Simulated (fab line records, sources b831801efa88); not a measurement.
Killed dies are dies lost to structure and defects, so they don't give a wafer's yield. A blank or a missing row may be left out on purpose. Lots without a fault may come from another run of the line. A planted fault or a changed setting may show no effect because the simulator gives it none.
Which tool did it? | flow gf180mcu | 11 lots, 33 wafers sampled, at 5 steps of a route of 602

WHAT THE GAUGES READ, wafer by wafer
GF_V5_THK_MEAS_01. Usual: V5_CVD_00_THK 300 nm, standard deviation 4.2.
lot  | measured     | on            | V5_CVD_00_THK (nm) | flag
L765 | day 26 15:11 | film_metro-02 | 293 294 296        |
L766 | day 27 01:43 | film_metro-04 | 301 298 296        |
L767 | day 27 16:58 | film_metro-02 | 304 295 291        |
L768 | day 28 04:38 | film_metro-01 | 294 303 302        |
L769 | day 28 07:26 | film_metro-04 | 302 302 303        |
L770 | day 28 10:03 | film_metro-04 | 300 302 294        |
L772 | day 29 08:43 | film_metro-02 | 300 298 309        |
L773 | day 29 14:41 | film_metro-01 | 240 251 244        | OFF
L777 | day 30 15:58 | film_metro-02 | 232 240 232        | OFF
L787 | day 33 10:53 | film_metro-04 | 299 304 300        |
L788 | day 33 14:40 | film_metro-02 | 304 294 300        |

WHICH TOOL RAN EACH LOT (tool, then ch and the chambers of the sampled wafers, then the start)
lot  | GF_MIM_SPUTTER_03            | GF_MIM_METAL_ETCH_19              | GF_M5_STRIP_11                       | GF_V5_CVD_00
L765 | pvd_sputter-01, day 24 17:27 | rie_metal-02 ch 0,1, day 25 15:28 | plasma_asher-02 ch 0,1, day 26 14:37 | hdpcvd-02 ch 0,1, day 26 15:07
L766 | pvd_sputter-01, day 25 05:04 | rie_metal-02 ch 0,1, day 26 03:26 | plasma_asher-02 ch 0,1, day 27 01:08 | hdpcvd-01 ch 0,1, day 27 01:40
L767 | pvd_sputter-01, day 25 20:10 | rie_metal-04 ch 0,1, day 26 17:29 | plasma_asher-01 ch 0,1, day 27 15:59 | hdpcvd-01 ch 0,1,2, day 27 16:55
L768 | pvd_sputter-02, day 26 08:31 | rie_metal-01 ch 0,1, day 27 06:39 | plasma_asher-04 ch 0,1, day 28 04:03 | hdpcvd-01 ch 1,2, day 28 04:35
L769 | pvd_sputter-01, day 26 11:10 | rie_metal-04 ch 0,1, day 27 08:49 | plasma_asher-01 ch 0,1, day 28 06:49 | hdpcvd-01 ch 0,2, day 28 07:19
L770 | pvd_sputter-01, day 26 14:22 | rie_metal-02 ch 0,1, day 27 11:28 | plasma_asher-02 ch 0,1, day 28 09:28 | hdpcvd-02 ch 0,1,2, day 28 10:00
L772 | pvd_sputter-02, day 27 13:03 | rie_metal-02 ch 0,1, day 28 10:39 | plasma_asher-01 ch 0,1, day 29 08:08 | hdpcvd-01 ch 0,1,2, day 29 08:40
L773 | pvd_sputter-01, day 27 20:20 | rie_metal-04 ch 0,1, day 28 17:26 | plasma_asher-01 ch 0, day 29 14:06   | hdpcvd-01 ch 1,2, day 29 14:38
L777 | pvd_sputter-01, day 29 00:35 | rie_metal-04 ch 0,1, day 29 20:14 | plasma_asher-01 ch 0,1, day 30 15:21 | hdpcvd-01 ch 1,2, day 30 15:55
L787 | pvd_sputter-01, day 31 23:17 | rie_metal-04 ch 0,1, day 32 16:38 | plasma_asher-01 ch 0,1, day 33 10:08 | hdpcvd-02 ch 1,2, day 33 10:50
L788 | pvd_sputter-01, day 32 04:20 | rie_metal-04 ch 1, day 32 21:17   | plasma_asher-02 ch 0,1, day 33 14:03 | hdpcvd-01 ch 1,2, day 33 14:37
- GF_MIM_SPUTTER_03: material Ti, target thk 10 nm, time 6.7 s.
- GF_MIM_METAL_ETCH_19: etches the open film in Cl2/BCl3, stops on Si3N4, target depth 324.5 nm, time 54.1 s.
- GF_M5_STRIP_11: strips in O2/N2.
- GF_V5_CVD_00: deposits SiO2, target thk 300 nm, time 50 s.

WHAT THE TOOLS THEMSELVES READ (means of the sampled wafers that have a number; where no wafer has one, the mark that the record gives instead)
GF_MIM_SPUTTER_03. Usual: throttle_valve_pct 30.3 %, standard deviation 1.1.
lot  | tool           | throttle_valve_pct (%) | flag
L765 | pvd_sputter-01 | 30.6                   |
L766 | pvd_sputter-01 | 31.0                   |
L767 | pvd_sputter-01 | 30.8                   |
L768 | pvd_sputter-02 | 30.7                   |
L769 | pvd_sputter-01 | 30.7                   |
L770 | pvd_sputter-01 | 31.2                   |
L772 | pvd_sputter-02 | 30.7                   |
L773 | pvd_sputter-01 | 31.0                   |
L777 | pvd_sputter-01 | 30.2                   |
L787 | pvd_sputter-01 | 30.7                   |
L788 | pvd_sputter-01 | 29.9                   |

GF_MIM_METAL_ETCH_19. Usual: bcl3_flow_sccm 39.98 sccm, standard deviation 0.11; drypump_motor_current_A 5.7 A, standard deviation 0.44; oes_product_au 0.942 a.u., standard deviation 0.0072; throttle_valve_pct 28.282 %, standard deviation 0.012.
lot  | tool         | bcl3_flow_sccm (sccm) | drypump_motor_current_A (A) | oes_product_au (a.u.) | throttle_valve_pct (%) | flag
L765 | rie_metal-02 | 39.96                 | 5.9                         | 0.952                 | 28.270                 |
L766 | rie_metal-02 | 39.89                 | 6.0                         | 0.943                 | 28.284                 |
L767 | rie_metal-04 | 40.00                 | 5.8                         | 0.937                 | 28.290                 |
L768 | rie_metal-01 | 40.04                 | 5.7                         | 0.934                 | 28.298                 |
L769 | rie_metal-04 | 39.92                 | 5.7                         | 0.944                 | 28.285                 |
L770 | rie_metal-02 | 40.07                 | 5.9                         | 0.951                 | 28.267                 |
L772 | rie_metal-02 | 39.98                 | 5.9                         | 0.949                 | 28.279                 |
L773 | rie_metal-04 | 40.05                 | 5.4                         | 0.944                 | 28.284                 |
L777 | rie_metal-04 | 39.96                 | 5.7                         | 0.936                 | 28.285                 |
L787 | rie_metal-04 | 39.87                 | 5.4                         | 0.942                 | 28.279                 |
L788 | rie_metal-04 | 39.93                 | 5.0                         | 0.944                 | 28.283                 |

GF_M5_STRIP_11. Usual: drypump_motor_current_A 5.7 A, standard deviation 0.55; heater_power_w 366 W, standard deviation 28; oes_product_au 0.523 a.u., standard deviation 0.0056; strip_time_to_endpoint_s 7.03 s, standard deviation 0.054.
lot  | tool            | drypump_motor_current_A (A) | heater_power_w (W) | oes_product_au (a.u.) | strip_time_to_endpoint_s (s) | flag
L765 | plasma_asher-02 | 6.3                         | 361                | 0.520                 | 7.03                         |
L766 | plasma_asher-02 | 6.3                         | 380                | 0.522                 | 7.02                         |
L767 | plasma_asher-01 | 5.1                         | 370                | 0.526                 | 7.00                         |
L768 | plasma_asher-04 | 5.4                         | 350                | 0.524                 | 7.00                         |
L769 | plasma_asher-01 | 5.1                         | 360                | 0.526                 | 7.02                         |
L770 | plasma_asher-02 | 6.3                         | 358                | 0.526                 | 7.09                         |
L772 | plasma_asher-01 | 5.3                         | 374                | 0.520                 | 6.99                         |
L773 | plasma_asher-01 | 5.0                         | 358                | 0.530                 | 7.04                         |
L777 | plasma_asher-01 | 5.1                         | 366                | 0.526                 | 7.10                         |
L787 | plasma_asher-01 | 5.3                         | 378                | 0.522                 | 7.01                         |
L788 | plasma_asher-02 | 6.3                         | 372                | 0.527                 | 7.04                         |

GF_V5_CVD_00. Usual: sih4_flow_sccm 60.00 sccm, standard deviation 0.18; susceptor_temp_C 400.01 C, standard deviation 0.23.
lot  | tool      | sih4_flow_sccm (sccm) | susceptor_temp_C (C) | flag
L765 | hdpcvd-02 | 60.12                 | 400.16               |
L766 | hdpcvd-01 | 59.97                 | 399.99               |
L767 | hdpcvd-01 | 59.74                 | 399.94               |
L768 | hdpcvd-01 | 59.94                 | 399.90               |
L769 | hdpcvd-01 | 60.01                 | 399.67               |
L770 | hdpcvd-02 | 60.05                 | 400.06               |
L772 | hdpcvd-01 | 60.00                 | 399.87               |
L773 | hdpcvd-01 | 47.95                 | 399.80               | OFF
L777 | hdpcvd-01 | 48.25                 | 399.92               | OFF
L787 | hdpcvd-02 | 59.95                 | 400.29               |
L788 | hdpcvd-01 | 60.36                 | 399.88               |

THE ANSWER, worked out from the rows above alone
Rule: a lot is off if the mean of its wafers that have a number lies more than 3 standard deviations from the usual mean. A lot without any number at a reading at which 4 lots or more have one is off too. The other lots that the step has rows for count as sound. The gauges are gone through in route order, then the tools' own readings, and for those a lot's mean is taken as printed above. The first step at which some lot is off is used, and at that step the reading that is off furthest; a lot without a number counts as furthest.
Off: L773, L777, at GF_V5_THK_MEAS_01 (V5_CVD_00_THK).
A tool fits if, at a process step before that reading, it ran every lot that is off, and no sound lot after the first of them. The gauges at GF_V5_THK_MEAS_01 aren't tried: what is off there is off at GF_V5_CVD_00 too, on other tools, and a gauge's error can't cause that. None of those tried fits.

WHAT THE SIMULATOR HAD PUT IN
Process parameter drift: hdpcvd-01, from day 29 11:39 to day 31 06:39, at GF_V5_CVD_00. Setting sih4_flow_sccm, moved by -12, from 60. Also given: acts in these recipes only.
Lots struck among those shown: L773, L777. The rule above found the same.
